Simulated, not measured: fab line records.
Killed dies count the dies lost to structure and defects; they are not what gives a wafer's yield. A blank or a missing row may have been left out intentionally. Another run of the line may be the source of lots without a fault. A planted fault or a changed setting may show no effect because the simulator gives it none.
Which of the tools did it? / flow sky130 / 6 lots with 18 wafers sampled at 3 steps, on a route of 708 steps

== WHAT THE GAUGES READ, wafer by wafer ==
SKY_VIA4_THK_MEAS_01.
lot=L747; measured=day 41 16:50; on=film-metro-01; VIA4_HDPCVD_THK (nm)=1727 1727 1718
lot=L751; measured=day 44 06:41; on=film-metro-04; VIA4_HDPCVD_THK (nm)=1757 1749 1751
lot=L755; measured=day 44 13:36; on=film-metro-01; VIA4_HDPCVD_THK (nm)=1713 1754 1731
lot=L757; measured=day 45 07:58; on=film-metro-01; VIA4_HDPCVD_THK (nm)=1383 1385 1422
lot=L767; measured=day 47 23:02; on=film-metro-01; VIA4_HDPCVD_THK (nm)=1756 1750 1758
lot=L769; measured=day 48 12:32; on=film-metro-04; VIA4_HDPCVD_THK (nm)=1776 1760 1764

== EACH LOT AND THE TOOL THAT RAN IT (in order: tool; ch and the chambers of the sampled wafers; start) ==
lot=L747; SKY_METAL3_ETCH_17=rie-diel-03 ch 0,2,3, day 38 13:27; SKY_VIA4_HDPCVD_00=hdpcvd-02 ch 0,1,2, day 41 16:38
lot=L751; SKY_METAL3_ETCH_17=rie-diel-02 ch 1,2,3, day 41 03:00; SKY_VIA4_HDPCVD_00=hdpcvd-01 ch 0,1, day 44 06:29
lot=L755; SKY_METAL3_ETCH_17=rie-diel-03 ch 1,3, day 41 13:52; SKY_VIA4_HDPCVD_00=hdpcvd-02 ch 0,1, day 44 13:25
lot=L757; SKY_METAL3_ETCH_17=rie-diel-02 ch 0,3, day 42 06:49; SKY_VIA4_HDPCVD_00=hdpcvd-01 ch 0,1,2, day 45 07:51
lot=L767; SKY_METAL3_ETCH_17=rie-diel-03 ch 0,1,3, day 45 05:07; SKY_VIA4_HDPCVD_00=hdpcvd-02 ch 0,2, day 47 22:50
lot=L769; SKY_METAL3_ETCH_17=rie-diel-02 ch 0,1,3, day 45 20:53; SKY_VIA4_HDPCVD_00=hdpcvd-01 ch 0,1,2, day 48 12:21
- SKY_METAL3_ETCH_17: etches SiO2 in C4F8/O2/Ar, stops on TiN, time 3.9 s, target depth 15 nm.
- SKY_VIA4_HDPCVD_00: deposits SiO2, target thk 1750 nm, time 291.7 s.

== THE ANSWER, worked out from the rows above alone ==
Rule: the usual values come from the lots themselves. The widest of any qualifying gaps counts: lots, ordered by their means at a reading, are off when they make up no more than a third of the lots, leave a main group of 4 or more, and stand apart from it by 3 or more times the standard deviation of that group's means. The tables above print the reading to a certain number of digits; a main group whose means all agree to those digits is not used. A lot without any number at a reading at which 4 lots or more have one is off too. The other lots that the step has rows for count as sound.
Off: L757, at SKY_VIA4_THK_MEAS_01 (VIA4_HDPCVD_THK). Mean 1746 nm and standard deviation 16 in the main group.
If a tool, at a process step before that reading, ran all the lots that are off and no sound lot after the first of them, it fits. Those tools and the gauges at SKY_VIA4_THK_MEAS_01 are tried in the same way. No candidate that was tried fits.

== WHAT THE SIMULATOR HAD INSERTED ==
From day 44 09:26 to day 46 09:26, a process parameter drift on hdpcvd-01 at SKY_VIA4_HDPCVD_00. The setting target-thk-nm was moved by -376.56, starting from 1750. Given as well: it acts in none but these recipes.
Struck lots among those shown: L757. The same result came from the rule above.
